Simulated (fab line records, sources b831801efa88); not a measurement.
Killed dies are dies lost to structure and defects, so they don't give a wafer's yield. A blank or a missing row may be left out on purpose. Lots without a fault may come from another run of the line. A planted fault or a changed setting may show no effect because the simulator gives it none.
fab line records | flow gf180mcu
record lots=15 wafers=45 last_day=34
route steps=602 shown POLY_GATE@173 HV_LDD@183 V1@349
lots that met no fault: from a run of the same line without faults
start_h: hours from the record's first day to the start of the lot's first wafer shown | wait_h: hours since the lot's step before | " the same as in the row above | L1.1+2: a row that stands for several wafers | - no value, or no start given | * or withheld: withheld | < > ~ a bound
route shown NAME@n: a module of which the file shows steps, and the number in the route of the first | usual: mean/standard deviation of fault-free wafers | same: alike in all rows | chamber/n: place in a boat | sites: the reading at each site | _std_site: their standard deviation | _edge_site: outer sites' mean less inner sites' | radius_mm: how far each site lies from the wafer's centre | mask NAME#n: copy n | behind: the tool/chamber that last shaped the wafer | hold: why the lot was held/for how many hours/how that ended | device: the transistor (n, p or np) that didn't switch | end of line: the same wafers' tests at the end of the route | a step without rows: its recipe alone | killed: dies lost to structure and defects at the first sort, not the wafer's yield | map: a wafer's dies, x killed, . not, _ none there
set.NAME: the setting as run; set.NAME@STEP: as run at that earlier step | model.NAME: the simulator's own value behind a step, which no gauge read
steps of the route over a sample of lots; a table a step, a row a wafer
services: from which hour (start_h, from the record's first day; less than 0 if before it) a tool's chamber was out of use, for how many hours, and why
## steps
# step GF_POLY_GATE_OXIDATION_16
# recipe temp_c=850 ambient=O2 stabilise_s=600 purge_s=300 target_thk_a=40 ox_time_s=899
# usual ox_temp_c=850.0/0.4 ox_temp_c_max=856.7/1.5 purge_s=300/0 spike_tc_bottom_C=867.7/1.4 zone_power_lower_pct=17.1/0.34
# columns lot.wafer tool chamber start_h wait_h ox_temp_c ox_temp_c_max purge_s spike_tc_bottom_C zone_power_lower_pct
L984.1 furnace-01 0 204.54 0.0 850.0 854.1 300 870.0 16.4
L984.2 " 0 " " 849.6 856.3 300 869.5 17.1
L984.3 " 0 " " 850.2 856.9 300 868.0 16.8
L985.1 furnace-02 0 213.48 2.6 850.4 859.3 300 868.0 17.3
L985.2 " 0 " " 850.0 858.5 300 866.9 17.4
L985.3 " 0 " " 849.5 859.5 300 866.2 17.8
L986.4 furnace-01 0 218.51 0.9 850.1 856.2 300 867.7 16.7
L986.5 " 0 " " 850.6 856.8 300 868.6 16.6
L986.6 " 0 " " 850.3 854.9 300 868.4 16.8
L988.2 furnace-01 0 236.59 1.4 850.4 856.1 300 869.3 17.0
L988.3 " 0 " " 850.0 855.6 300 868.0 16.7
L988.5 " 0 " " 850.4 858.5 300 868.7 16.6
L989.1 furnace-02 0 242.68 0.1 849.5 856.4 300 866.4 17.2
L989.3 " 0 " " 848.7 857.1 300 865.7 17.3
L989.5 " 0 " " 849.6 856.6 300 866.5 17.7
L990.1 furnace-01 0 247.74 0.8 850.6 856.8 300 868.1 16.6
L990.2 " 0 " " 850.0 855.0 300 868.8 17.0
L990.4 " 0 " " 850.0 855.7 300 870.3 16.8
L993.2 furnace-02 0 271.51 0.3 849.7 857.1 300 867.0 17.3
L993.5 " 0 " " 850.3 858.5 300 866.2 17.4
L993.6 " 0 " " 849.1 860.2 300 867.5 17.0
L994.3 furnace-01 0 276.22 2.3 850.2 855.1 300 867.7 17.1
L994.4 " 0 " " 850.2 856.4 300 870.1 16.9
L994.5 " 0 " " 849.6 855.3 300 867.7 16.9
L998.1 furnace-01 - 311.54 6.1 - - - - -
L998.4 " - " " - - - - -
L998.5 " - " " - - - - -
L999.2 furnace-01 - 311.54 3.3 - - - - -
L999.4 " - " " - - - - -
L999.6 " - " " - - - - -
L100.1 furnace-02 - 321.31 2.1 - - - - -
L100.5 " - " " - - - - -
L100.6 " - " " - - - - -
L103.1 furnace-02 0 344.25 0.0 849.9 856.5 300 866.5 17.4
L103.3 " 0 " " 850.0 856.8 300 864.1 17.6
L103.4 " 0 " " 850.0 861.6 300 867.8 17.3
L104.1 furnace-01 0 349.17 0.6 850.7 857.2 300 868.3 16.9
L104.5 " 0 " " 850.0 856.9 300 868.8 16.9
L104.6 " 0 " " 850.2 855.2 300 868.7 16.8
L105.2 furnace-02 0 359.06 0.0 850.9 858.1 300 865.3 17.0
L105.3 " 0 " " 849.2 856.0 300 865.3 17.3
L105.5 " 0 " " 850.6 857.3 300 865.6 17.7
L106.1 furnace-02 0 361.70 1.1 850.3 858.0 300 865.5 17.3
L106.3 " 0 " " 850.1 858.5 300 867.0 17.9
L106.5 " 0 " " 850.2 856.5 300 866.8 17.2
# step GF_HV_LDD_CD_MEAS_07
# recipe target_cd_nm=400
# usual cd_nm=400.4/2.7
# columns lot.wafer tool chamber start_h wait_h cd_nm
L984.1 cd_sem-01 - 222.67 0.1 402.2
L984.2 " - " " 400.2
L984.3 " - " " 399.9
L985.1 cd_sem-01 - 232.76 0.1 401.9
L985.2 " - " " 399.4
L985.3 " - " " 396.2
L986.4 cd_sem-02 - 237.27 0.1 400.7
L986.5 " - " " 403.1
L986.6 " - " " 401.5
L988.2 cd_sem-01 - 256.41 0.2 401.7
L988.3 " - " " 399.4
L988.5 " - " " 401.1
L989.1 cd_sem-01 - 263.25 0.1 394.0
L989.3 " - " " 396.3
L989.5 " - " " 394.5
L990.1 cd_sem-01 - 267.72 0.1 402.0
L990.2 " - " " 401.8
L990.4 " - " " 399.7
L993.2 cd_sem-01 - 292.57 0.1 400.3
L993.5 " - " " 400.6
L993.6 " - " " 401.0
L994.3 cd_sem-02 - 297.50 0.1 400.9
L994.4 " - " " 402.1
L994.5 " - " " 403.5
L103.1 cd_sem-01 - 367.62 0.1 402.2
L103.3 " - " " 401.9
L103.4 " - " " 402.2
L104.1 cd_sem-01 - 372.29 0.1 403.4
L104.5 " - " " 399.6
L104.6 " - " " 402.3
L105.2 cd_sem-02 - 382.72 0.1 401.6
L105.3 " - " " 402.8
L105.5 " - " " 402.6
L106.1 cd_sem-02 - 385.06 0.1 400.7
L106.3 " - " " 400.8
L106.5 " - " " 401.1
# step GF_V1_CD_MEAS_14
# recipe target_cd_nm=260
# usual cd_nm=260.3/1.3
# columns lot.wafer tool chamber start_h wait_h cd_nm
L984.1 cd_sem-02 - 417.78 0.1 260.3
L984.2 " - " " 259.1
L984.3 " - " " 259.3
L985.1 cd_sem-01 - 429.83 0.1 262.6
L985.2 " - " " 263.8
L985.3 " - " " 263.4
L986.4 cd_sem-02 - 440.70 0.1 260.2
L986.5 " - " " 259.5
L986.6 " - " " 261.6
L988.2 cd_sem-02 - 460.10 0.1 260.0
L988.3 " - " " 260.3
L988.5 " - " " 260.4
L989.1 cd_sem-02 - 470.24 0.1 260.6
L989.3 " - " " 261.3
L989.5 " - " " 260.7
L990.1 cd_sem-01 - 474.69 0.1 259.1
L990.2 " - " " 259.2
L990.4 " - " " 259.9
L993.2 cd_sem-01 - 503.94 0.1 259.1
L993.5 " - " " 258.9
L993.6 " - " " 259.6
L994.3 cd_sem-02 - 507.23 0.1 260.0
L994.4 " - " " 260.2
L994.5 " - " " 259.7
L103.1 cd_sem-02 - 584.92 0.1 262.7
L103.3 " - " " 262.2
L103.4 " - " " 261.7
L105.2 cd_sem-01 - 600.19 0.1 259.9
L105.3 " - " " 259.0
L105.5 " - " " 258.8
L104.1 cd_sem-01 - 601.64 0.1 258.1
L104.5 " - " " 257.6
L104.6 " - " " 257.8
L106.1 cd_sem-01 - 601.88 0.1 260.8
L106.3 " - " " 260.9
L106.5 " - " " 260.8
# step GF_V1_ETCH_17
# recipe chemistry=C4F8/O2/Ar mask_material=KrF target=SiO2 stop_on=TiN source_w=1500 bias_w=1200 pressure_mtorr=40 c4f8_flow_sccm=withheld O2_flow_sccm=6 Ar_flow_sccm=300 time_s=withheld target_depth_a=6300
# usual bias_w=1200/3.4 oes_product_au=0.856/0.0045
# columns lot.wafer tool chamber start_h wait_h bias_w oes_product_au
L984.1 rie_diel-04 2 - - 1193 0.851
L984.2 " 1 " " 1195 0.859
L984.3 " 0 " " 1202 0.855
L985.1 rie_diel-04 1 - - 1199 0.852
L985.2 " 3 " " 1203 0.850
L985.3 " 2 " " 1197 0.856
L986.4 rie_diel-01 0 - - 1202 0.856
L986.5 " 2 " " 1206 0.850
L986.6 " 3 " " 1200 0.854
L988.2 rie_diel-01 3 - - 1200 0.851
L988.3 " 2 " " 1201 0.863
L988.5 " 0 " " 1200 0.854
L989.1 rie_diel-01 1 - - 1197 0.855
L989.3 " 2 " " 1205 0.852
L989.5 " 0 " " 1200 0.855
L990.1 rie_diel-04 2 - - 1205 0.860
L990.2 " 0 " " 1201 0.865
L990.4 " 1 " " 1197 0.864
L993.2 rie_diel-04 1 - - 1203 0.858
L993.5 " 2 " " 1200 0.857
L993.6 " 3 " " 1201 0.855
L994.3 rie_diel-04 0 - - 1199 0.853
L994.4 " 1 " " 1199 0.853
L994.5 " 3 " " 1196 0.854
L103.1 rie_diel-03 2 - - 1202 0.851
L103.3 " 3 " " 1198 0.855
L103.4 " 1 " " 1190 0.851
L105.2 rie_diel-01 3 - - 1203 0.859
L105.3 " 2 " " 1204 0.853
L105.5 " 3 " " 1203 0.853
L104.1 rie_diel-01 2 - - 1197 0.857
L104.5 " 3 " " 1199 0.858
L104.6 " 2 " " 1202 0.856
L106.1 rie_diel-03 3 - - 1200 0.853
L106.3 " 2 " " 1194 0.856
L106.5 " 1 " " 1207 0.856
## services
# columns tool chamber start_h hours kind
furnace-01 - 209.67 4.4 pm
furnace-01 - 237.84 4.1 pm
rie_diel-01 1 262.33 8.4 repair
rie_diel-04 0 276.72 6.5 repair
furnace-02 - 278.83 3.4 pm
rie_diel-04 - 283.43 14.6 pm
furnace-02 - 314.46 4.0 pm
rie_diel-01 2 326.90 8.1 repair
rie_diel-03 - 370.45 1.2 repair
rie_diel-04 - 402.70 0.9 repair
furnace-01 - 404.67 4.1 pm
rie_diel-01 3 408.05 5.9 repair
rie_diel-04 - 418.72 2.8 pm
rie_diel-04 0 424.33 3.7 repair
rie_diel-01 1 435.24 7.4 repair
rie_diel-01 2 463.43 4.3 repair
furnace-01 - 463.79 10.8 repair
furnace-02 - 475.65 4.7 pm
furnace-01 - 480.38 4.1 pm
rie_diel-04 3 486.71 13.6 repair
furnace-01 - 491.67 2.8 pm
furnace-02 - 561.02 3.3 pm
furnace-01 - 572.67 4.6 pm
rie_diel-01 0 597.73 5.1 repair
## key
first_sign step=GF_POLY_GATE_OXIDATION_16 reading=tool_record direction=missing
effect none on later readings
met_at GF_POLY_GATE_OXIDATION_16
struck_lots L998,L999,L100
later_rows_left_out L998.1,L998.4,L998.5,L999.2,L999.4,L999.6,L100.1,L100.5,L100.6
sort_left_out L998.1,L998.4,L998.5,L999.2,L999.4,L999.6,L100.1,L100.5,L100.6
tester_left_out L998,L999,L100
not_acting_at GF_HV_LDD_CD_MEAS_07,GF_V1_CD_MEAS_14,GF_V1_ETCH_17
onset_between 276.22 311.54
fault kind=skipped_step_whole tool=furnace-01,furnace-02 chamber=- onset_h=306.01 steps=GF_POLY_GATE_OXIDATION_16 scope=struck_lots_only
# tester_left_out: of these lots the tester's yield and bins aren't shown, on N5 and GAA mostly nor the transistor test; their killed dies are dies lost to structure and defects alone, not to doping, threshold or leakage, so they don't give the yield
# sort_left_out: the simulated sort isn't trusted on such a fault, so these wafers' sort isn't shown, and their yield isn't known
# later_rows_left_out: the simulator's readings of these wafers behind a module that went badly wrong aren't trusted and aren't shown, but for the sort
